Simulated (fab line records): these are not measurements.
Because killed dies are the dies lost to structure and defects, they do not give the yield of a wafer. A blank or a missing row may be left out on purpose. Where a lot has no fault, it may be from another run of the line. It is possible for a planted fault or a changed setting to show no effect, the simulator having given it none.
Which tool is to blame? + flow gf180mcu + Sampling: 6 lots, 18 wafers, 4 of 602 route steps

## WHAT THE GAUGES SHOWED, per wafer
GF_M3_OVL_MEAS_15.
| lot  | measured     | on         | M3_OVL (nm) |
|------|--------------|------------|-------------|
| L685 | day 21 15:32 | overlay-01 | -4 -10 -3   |
| L687 | day 22 08:06 | overlay-02 | -16 -12 -10 |
| L689 | day 23 05:22 | overlay-02 | -3 -6 -1    |
| L691 | day 24 06:17 | overlay-02 | -5 -6 -3    |
| L700 | day 26 20:24 | overlay-01 | 1 0 3       |
| L705 | day 28 10:47 | overlay-01 | 3 6 4       |

## WHAT TOOL EACH LOT RAN ON (gives the tool, then ch and the chambers of the sampled wafers, and finally the start)
| lot  | GF_CONTACT_ETCH_16                 | GF_V2_CMP_04                  | GF_V2_SPUTTER_21             |
|------|------------------------------------|-------------------------------|------------------------------|
| L685 | rie diel-03 ch 0,1,2, day 16 08:34 | cmp-01 ch 0,3, day 19 12:19   | pvd sputter-04, day 20 14:09 |
| L687 | rie diel-03 ch 1,2,3, day 17 00:32 | cmp-02 ch 0,2, day 20 06:00   | pvd sputter-01, day 21 07:30 |
| L689 | rie diel-01 ch 0,1,3, day 17 21:02 | cmp-01 ch 1,2, day 21 04:38   | pvd sputter-01, day 22 05:17 |
| L691 | rie diel-01 ch 2,3, day 19 01:13   | cmp-01 ch 0,2,3, day 22 06:49 | pvd sputter-03, day 23 06:42 |
| L700 | rie diel-04 ch 1,2,3, day 22 01:04 | cmp-02 ch 0,1,3, day 25 00:02 | pvd sputter-03, day 25 22:35 |
| L705 | rie diel-03 ch 1,2, day 23 13:32   | cmp-01 ch 0,1,2, day 26 15:58 | pvd sputter-03, day 27 13:28 |
- GF_CONTACT_ETCH_16: etches BARC in N2/H2.
- GF_V2_CMP_04: polishes SiO2.
- GF_V2_SPUTTER_21: material Ti, target thk 15 nm, time 80.02 s.

## THE ANSWER, worked out from the rows above alone
Rule: the usual values come from the lots themselves. The widest of any qualifying gaps counts: lots, ordered by their means at a reading, are off when they make up no more than a third of the lots, leave a main group of 4 or more, and stand apart from it by 3 or more times the standard deviation of that group's means. A main group whose means are all the same, to the digits that the tables above print for the reading, isn't used. Also off: a lot with no number at a reading for which 4 or more lots have one. Where the step has rows for the other lots, those lots are counted as sound.
None of the lots is off at any reading shown; this tells nothing.

## WHAT WAS PUT IN BY THE SIMULATOR
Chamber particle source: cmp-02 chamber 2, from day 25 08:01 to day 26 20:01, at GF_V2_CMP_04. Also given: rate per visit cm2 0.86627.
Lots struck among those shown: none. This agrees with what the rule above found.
